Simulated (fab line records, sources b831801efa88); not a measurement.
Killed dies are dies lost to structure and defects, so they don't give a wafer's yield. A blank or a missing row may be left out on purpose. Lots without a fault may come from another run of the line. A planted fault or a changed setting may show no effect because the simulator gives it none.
fab line records | flow sky130
record lots=11 wafers=33 last_day=50
route steps=708 shown PWDE@54 NWELL@76 SONOS_ONO@168 PAD_OPEN@708
lots that met no fault: from a run of the same line without faults
start_h: hours from the record's first day to the start of the lot's first wafer shown | wait_h: hours since the lot's step before | " the same as in the row above | L1.1+2: a row that stands for several wafers | - no value, or no start given | * or withheld: withheld | < > ~ a bound
route shown NAME@n: a module of which the file shows steps, and the number in the route of the first | usual: mean/standard deviation of fault-free wafers | same: alike in all rows | chamber/n: place in a boat | sites: the reading at each site | _std_site: their standard deviation | _edge_site: outer sites' mean less inner sites' | radius_mm: how far each site lies from the wafer's centre | mask NAME#n: copy n | behind: the tool/chamber that last shaped the wafer | hold: why the lot was held/for how many hours/how that ended | device: the transistor (n, p or np) that didn't switch | end of line: the same wafers' tests at the end of the route | a step without rows: its recipe alone | killed: dies lost to structure and defects at the first sort, not the wafer's yield | map: a wafer's dies, x killed, . not, _ none there
set.NAME: the setting as run; set.NAME@STEP: as run at that earlier step | model.NAME: the simulator's own value behind a step, which no gauge read
steps of the route over a sample of lots; a table a step, a row a wafer
services: from which hour (start_h, from the record's first day; less than 0 if before it) a tool's chamber was out of use, for how many hours, and why
## steps
# step SKY_PWDE_STRIP_09
# recipe chemistry=O2/N2 power_w=1400 pressure_mtorr=1500 platen_temp_c=withheld o2_flow_sccm=3000 n2_flow_sccm=300 overash_fraction=0.5
# usual drypump_motor_current_A=6.0/0.52 oes_product_au=0.722/0.0048 strip_time_to_endpoint_s=36.94/0.09
# columns lot.wafer tool chamber start_h wait_h drypump_motor_current_A oes_product_au rf_hours_counter_h strip_time_to_endpoint_s
L529.2 plasma_asher-03 1 73.92 0.1 6.3 0.723 27 36.85
L529.3 " 0 " " 5.2 0.721 - 37.01
L529.4 " 1 " " 6.3 0.732 - 37.00
L530.1 plasma_asher-04 1 83.03 0.1 6.7 0.726 41 36.84
L530.2 " 0 " " 6.2 0.726 41 36.88
L530.3 " 0 " " 6.2 0.715 - 36.89
L531.2 plasma_asher-01 0 86.87 0.1 5.5 0.723 36 36.85
L531.3 " 1 " " 6.2 0.722 - 36.93
L531.6 " 1 " " 6.1 0.717 - 36.84
L534.3 plasma_asher-04 0 101.36 0.1 6.2 0.722 - 37.11
L534.4 " 1 " " 6.7 0.727 - 36.85
L534.5 " 0 " " 6.3 0.721 - 36.93
L535.3 plasma_asher-03 0 112.26 0.1 5.2 0.720 - 36.97
L535.5 " 1 " " 6.3 0.722 - 36.91
L535.6 " 0 " " 5.2 0.719 - 36.87
L539.3 plasma_asher-03 1 131.16 0.1 6.3 0.715 - 37.06
L539.4 " 0 " " 5.2 0.729 - 37.11
L539.5 " 1 " " 6.3 0.720 - 37.01
L541.3 plasma_asher-04 1 141.11 0.1 6.7 0.723 - 36.91
L541.5 " 0 " " 6.2 0.718 - 36.71
L541.6 " 1 " " 6.7 0.724 - 36.82
L542.1 plasma_asher-04 1 148.57 0.1 6.7 0.714 47 37.14
L542.2 " 0 " " 6.2 0.717 47 37.01
L542.6 " 1 " " 6.7 0.723 - 36.95
L543.1 plasma_asher-01 1 153.73 0.1 6.1 0.730 3 36.83
L543.4 " 0 " " 5.5 0.733 - 36.83
L543.6 " 1 " " 6.1 0.723 - 36.86
L550.2 plasma_asher-03 1 197.93 0.1 6.3 0.721 40 36.93
L550.3 " 0 " " 5.2 0.713 - 36.81
L550.5 " 1 " " 6.3 0.731 - 36.81
L551.1 plasma_asher-03 0 201.37 0.1 5.3 0.718 41 37.01
L551.2 " 1 " " 6.3 0.721 41 37.02
L551.3 " 0 " " 5.2 0.724 - 36.95
# step SKY_PWDE_TW_MEAS_10
# usual PWDE_TW=375.2/2.3
# columns lot.wafer tool chamber start_h wait_h PWDE_TW
L529.2 film_metro-01 - 74.03 0.1 373.9
L529.3 " - " " 371.9
L529.4 " - " " 372.7
L530.1 film_metro-01 - 83.13 0.1 372.2
L530.2 " - " " 371.9
L530.3 " - " " 373.6
L531.2 film_metro-02 - 86.98 0.1 376.3
L531.3 " - " " 377.5
L531.6 " - " " 375.0
L534.3 film_metro-04 - 101.45 0.1 378.7
L534.4 " - " " 375.8
L534.5 " - " " 378.4
L535.3 film_metro-02 - 112.34 0.1 376.7
L535.5 " - " " 375.9
L535.6 " - " " 375.7
L539.3 film_metro-01 - 131.24 0.1 373.7
L539.4 " - " " 374.7
L539.5 " - " " 372.5
L541.3 film_metro-02 - 141.19 0.1 376.5
L541.5 " - " " 373.4
L541.6 " - " " 375.1
L542.1 film_metro-01 - 148.67 0.1 374.8
L542.2 " - " " 373.8
L542.6 " - " " 373.4
L543.1 film_metro-02 - 153.83 0.1 375.2
L543.4 " - " " 376.1
L543.6 " - " " 373.6
L550.2 film_metro-04 - 198.04 0.1 377.2
L550.3 " - " " 375.9
L550.5 " - " " 377.0
L551.1 film_metro-01 - 201.47 0.1 374.3
L551.2 " - " " 375.1
L551.3 " - " " 375.6
# step SKY_NWELL_OVL_MEAS_23
# usual NWELL_01_OVL=-0.6/1.4
# columns lot.wafer tool chamber start_h wait_h NWELL_01_OVL[nm]
L529.2 overlay-01 - 109.25 - -0.6
L529.3 " - " " 0.1
L529.4 " - " " -1.3
L530.1 overlay-01 - 119.58 - 0.0
L530.2 " - " " -0.3
L530.3 " - " " 0.5
L531.2 overlay-01 - 124.19 - 0.8
L531.3 " - " " -1.2
L531.6 " - " " -0.9
L534.3 overlay-02 - 139.54 - -0.6
L534.4 " - " " 0.9
L534.5 " - " " 0.3
L535.3 overlay-01 - 151.29 - -1.6
L535.5 " - " " -1.0
L535.6 " - " " -0.7
L539.3 overlay-01 - 171.19 - 1.5
L539.4 " - " " 0.9
L539.5 " - " " 2.4
L541.3 overlay-02 - 180.79 - -1.1
L541.5 " - " " -1.9
L541.6 " - " " -0.6
L542.1 overlay-02 - 189.68 - 1.6
L542.2 " - " " 0.6
L542.6 " - " " -0.5
L543.1 overlay-01 - 196.49 - 1.0
L543.4 " - " " 1.0
L543.6 " - " " 1.8
L550.2 overlay-01 - 240.74 - -0.2
L550.3 " - " " -0.4
L550.5 " - " " -1.1
L551.1 overlay-01 - 243.33 - -0.8
L551.2 " - " " -1.3
L551.3 " - " " 0.0
# step SKY_SONOS_ONO_OXIDATION_00
# recipe temp_c=800 ambient=O2 idle_temp_c=700 ramp_up_c_per_min=10 ramp_down_c_per_min=3 stabilise_s=600 purge_s=300 target_thk_a=26 ox_time_s=1249
# usual spike_tc_bottom_C=820.5/1.2 spike_tc_centre_C=801.1/1.1 spike_tc_lower_C=800.7/1 spike_tc_top_C=810.9/0.97 spike_tc_upper_C=800.8/0.92 tube_center_temp_C=800.01/0.062 tube_center_temp_C_max=802.0/0.32 zone_power_top_pct=26.24/0.27
# columns lot.wafer tool chamber start_h wait_h spike_tc_bottom_C spike_tc_centre_C spike_tc_lower_C spike_tc_top_C spike_tc_upper_C tube_center_temp_C tube_center_temp_C_max zone_power_top_pct
L529.2 furnace-01 0 254.69 0.0 821.1 801.7 799.2 811.3 801.1 800.03 802.7 26.24
L529.3 " 0 " " 820.8 801.3 801.3 811.1 800.2 799.97 801.6 26.46
L529.4 " 0 " " 821.8 801.3 801.1 811.9 801.4 799.87 802.7 25.98
L530.1 furnace-01 0 268.08 0.0 821.9 800.5 802.8 811.3 801.7 800 802.2 26.61
L530.2 " 0 " " 822.2 800.0 801.6 811.8 801.1 800.05 801.8 25.55
L530.3 " 0 " " 822.5 800.4 801.6 812.5 800.8 799.95 802.1 26.40
L531.2 furnace-01 0 276.10 1.4 820.2 801.0 801.8 811.6 801.8 800 801.4 26.12
L531.3 " 0 " " 822.0 799.7 801.8 811.0 800.5 799.98 801.8 26.79
L531.6 " 0 " " 823.0 800.2 800.4 809.9 800.3 800.07 802.0 26.02
L534.3 furnace-02 0 294.78 0.7 820.5 801.6 801.0 810.5 800.2 799.9 801.8 26.15
L534.4 " 0 " " 819.5 802.5 801.7 813.0 801.7 800.08 802.4 26.33
L534.5 " 0 " " 822.4 802.8 800.1 810.8 802.2 799.92 801.4 26.08
L535.3 furnace-01 0 311.32 1.0 819.5 800.5 801.9 812.4 799.6 799.99 801.9 26.45
L535.5 " 0 " " 820.6 800.1 800.3 809.2 803.2 800.02 802.4 26.33
L535.6 " 0 " " 819.2 800.3 800.9 810.6 800.6 799.96 802.0 26.36
L539.3 furnace-01 0 335.08 0.6 820.3 801.1 802.5 809.5 799.1 799.95 801.9 25.90
L539.4 " 0 " " 821.3 801.5 800.4 811.0 799.6 799.97 801.9 26.09
L539.5 " 0 " " 822.5 799.7 801.0 811.2 800.4 799.98 802.2 26.46
L541.3 furnace-01 0 349.02 0.0 829.9 811.2 811.5 820.7 813.3 810.09 812.6 27.31
L541.5 " 0 " " 830.2 811.9 812.1 820.4 811.4 810.09 812.5 27.17
L541.6 " 0 " " 829.7 809.9 809.8 821.8 810.2 810.12 811.8 27.06
L542.1 furnace-02 0 360.39 1.0 819.6 800.6 801.7 811.2 801.1 800.06 802.3 26.05
L542.2 " 0 " " 820.0 801.8 799.0 810.3 802.5 800.03 802.5 26.37
L542.6 " 0 " " 818.1 801.0 799.9 810.7 801.2 800.03 802.6 26.46
L543.1 furnace-01 0 367.33 0.0 829.8 811.9 810.9 821.1 811.5 810.1 811.8 26.76
L543.4 " 0 " " 832.6 809.3 809.9 820.1 809.6 810.05 812.9 27.02
L543.6 " 0 " " 831.5 808.3 810.6 821.5 811.1 810.15 812.1 26.68
L550.2 furnace-01 0 431.80 1.9 820.5 800.6 799.0 811.5 800.7 800.07 802.7 26.37
L550.3 " 0 " " 819.7 801.7 800.8 812.2 799.5 800.06 802.2 26.74
L550.5 " 0 " " 819.7 800.5 800.1 811.3 800.4 799.99 803.1 26.74
L551.1 furnace-01 0 434.65 0.4 821.9 799.9 799.8 812.2 801.3 800.05 802.1 26.00
L551.2 " 0 " " 820.1 801.6 801.1 809.8 800.2 800.09 802.1 26.48
L551.3 " 0 " " 820.1 800.1 801.7 809.8 800.5 799.92 802.2 26.67
# step SKY_SONOS_ONO_THK_MEAS_01
# recipe reads=SiO2_of_SONOS_ONO_OXIDATION_00
# usual SONOS_ONO_OXIDATION_THK=2.60/0.049
# columns lot.wafer tool chamber start_h wait_h SONOS_ONO_OXIDATION_THK[nm]
L529.2 film_metro-02 - 256.04 0.0 2.50
L529.3 " - " " 2.47
L529.4 " - " " 2.51
L530.1 film_metro-03 - 269.43 0.0 2.60
L530.2 " - " " 2.68
L530.3 " - " " 2.66
L531.2 film_metro-04 - 277.46 0.0 2.62
L531.3 " - " " 2.68
L531.6 " - " " 2.56
L534.3 film_metro-02 - 296.15 0.0 2.68
L534.4 " - " " 2.72
L534.5 " - " " 2.70
L535.3 film_metro-04 - 312.69 0.0 2.58
L535.5 " - " " 2.58
L535.6 " - " " 2.62
L539.3 film_metro-02 - 336.45 0.0 2.55
L539.4 " - " " 2.64
L539.5 " - " " 2.60
L541.3 film_metro-03 - 350.39 0.0 2.99
L541.5 " - " " 2.92
L541.6 " - " " 2.97
L542.1 film_metro-04 - 361.74 0.0 2.61
L542.2 " - " " 2.63
L542.6 " - " " 2.51
L543.1 film_metro-04 - 368.67 0.0 3.02
L543.4 " - " " 3.03
L543.6 " - " " 2.97
L550.2 film_metro-03 - 433.16 0.0 2.61
L550.3 " - " " 2.64
L550.5 " - " " 2.56
L551.1 film_metro-04 - 436.00 0.0 2.66
L551.2 " - " " 2.61
L551.3 " - " " 2.67
# step SKY_PAD_OPEN_PROBE_99
# usual killed_at_M0_to_M3=43/7.7 killed_at_M4_up=2.9/1.7 killed_at_contacts=24/5.5 killed_at_front_end=15/4 killed_at_other=0.4/0.66 killed_dies=86/9.4 killed_open=47/6.7 killed_short=38/6.2
# same gross_dies=492 killed_at_back_side=0
# columns lot.wafer tool chamber start_h wait_h killed_at_M0_to_M3 killed_at_M4_up killed_at_contacts killed_at_front_end killed_at_other killed_dies killed_open killed_short
L541.3 prober-01 - 1150.52 0.2 42 3 27 11 0 83 44 39
L541.5 prober-01 - 1150.62 0.2 46 1 23 13 2 85 54 31
L541.6 prober-01 - 1150.67 0.2 56 8 21 9 1 95 48 47
L542.1 prober-02 - 1157.97 0.1 41 4 15 13 0 73 40 33
L542.2 prober-02 - 1158.02 0.1 43 2 27 21 0 93 47 46
L542.6 prober-02 - 1158.22 0.2 31 0 24 17 0 72 39 33
# killed by level:class
L541.3 CONTACT:geometric_particle:open=15 VIA3:geometric_particle:open=8 METAL2:geometric_particle:short=7 VIA1:geometric_particle:open=6 LI_CONTACT:geometric_particle:open=5 CONTACT:geometric_particle:short=5 FIELD_ISO:geometric_particle:short=4 METAL1:geometric_particle:short=4
L541.5 VIA3:geometric_particle:open=11 VIA1:geometric_particle:open=10 LI_CONTACT:geometric_particle:open=9 CONTACT:geometric_particle:open=8 VIA1:geometric_particle:short=8 VIA2:geometric_particle:open=7 FIELD_ISO:geometric_particle:short=3 POLY_GATE:geometric_particle:short=3
L541.6 VIA1:geometric_particle:open=11 VIA1:geometric_particle:short=9 LI_CONTACT:geometric_particle:open=8 METAL2:geometric_particle:short=7 CONTACT:geometric_particle:open=7 VIA3:geometric_particle:open=7 METAL4:geometric_particle:short=6 VIA2:geometric_particle:open=5
L542.1 VIA2:geometric_particle:open=9 VIA3:geometric_particle:open=7 METAL1:geometric_particle:short=5 POLY_GATE:geometric_particle:open=4 POLY_GATE:geometric_particle:short=4 LI_CONTACT:geometric_particle:open=4 LOCAL_INTERCONNECT:geometric_particle:short=4 VIA1:geometric_particle:short=4
L542.2 CONTACT:geometric_particle:open=8 VIA3:geometric_particle:open=8 LOCAL_INTERCONNECT:geometric_particle:short=7 VIA2:geometric_particle:open=7 METAL2:geometric_particle:short=7 POLY_GATE:geometric_particle:open=6 LI_CONTACT:geometric_particle:open=6 METAL1:geometric_particle:short=6
L542.6 CONTACT:geometric_particle:open=7 VIA2:geometric_particle:open=7 LOCAL_INTERCONNECT:geometric_particle:short=6 METAL2:geometric_particle:short=6 VIA1:geometric_particle:open=6 FIELD_ISO:geometric_particle:open=5 LI_CONTACT:geometric_particle:open=5 CONTACT:geometric_particle:short=5
## services
# columns tool chamber start_h hours kind
plasma_asher-01 - 98.40 7.9 repair
plasma_asher-04 - 106.46 3.0 repair
plasma_asher-01 - 108.75 9.0 pm
plasma_asher-01 0 108.75 9.0 vent_cycle
plasma_asher-01 1 108.75 9.0 vent_cycle
plasma_asher-01 0 117.75 - clean
plasma_asher-01 1 117.75 - clean
furnace-01 - 144.41 3.5 pm
plasma_asher-01 - 144.53 1.3 repair
plasma_asher-03 - 179.08 1.6 repair
furnace-01 - 182.36 3.6 pm
furnace-02 - 195.67 29.5 pm
plasma_asher-04 - 219.28 1.8 repair
furnace-02 - 225.16 4.6 pm
furnace-02 - 229.72 3.8 pm
plasma_asher-04 - 258.83 0.8 repair
plasma_asher-03 - 285.98 6.6 repair
furnace-02 - 323.59 4.8 repair
furnace-01 - 350.37 3.7 pm
plasma_asher-03 - 352.82 8.9 repair
plasma_asher-03 - 364.48 7.3 repair
furnace-02 - 378.15 4.3 pm
plasma_asher-04 - 384.16 4.2 repair
furnace-01 - 411.96 7.2 pm
## key
first_sign step=SKY_SONOS_ONO_OXIDATION_00 reading=tube_center_temp_C direction=up sigmas=99+ usual=* struck=*
effect step=SKY_SONOS_ONO_OXIDATION_00 reading=tube_center_temp_C_max direction=up sigmas=32 usual=* struck=*
effect step=SKY_SONOS_ONO_THK_MEAS_01 reading=SONOS_ONO_OXIDATION_THK direction=up sigmas=7.8 usual=2.60 struck=2.98
met_at SKY_SONOS_ONO_OXIDATION_00
struck_lots L541,L543
tester_left_out L541,L543
not_acting_at SKY_PWDE_STRIP_09,SKY_PWDE_TW_MEAS_10,SKY_NWELL_OVL_MEAS_23
onset_between 335.08 349.02
fault kind=process_parameter_drift tool=furnace-01 chamber=- onset_h=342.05 steps=SKY_SONOS_ONO_OXIDATION_00 channel=temp_c offset=* shape=step end_h=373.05 acts_in=* stated=*
# tester_left_out: of these lots the tester's yield and bins aren't shown, on N5 and GAA mostly nor the transistor test; their killed dies are dies lost to structure and defects alone, not to doping, threshold or leakage, so they don't give the yield
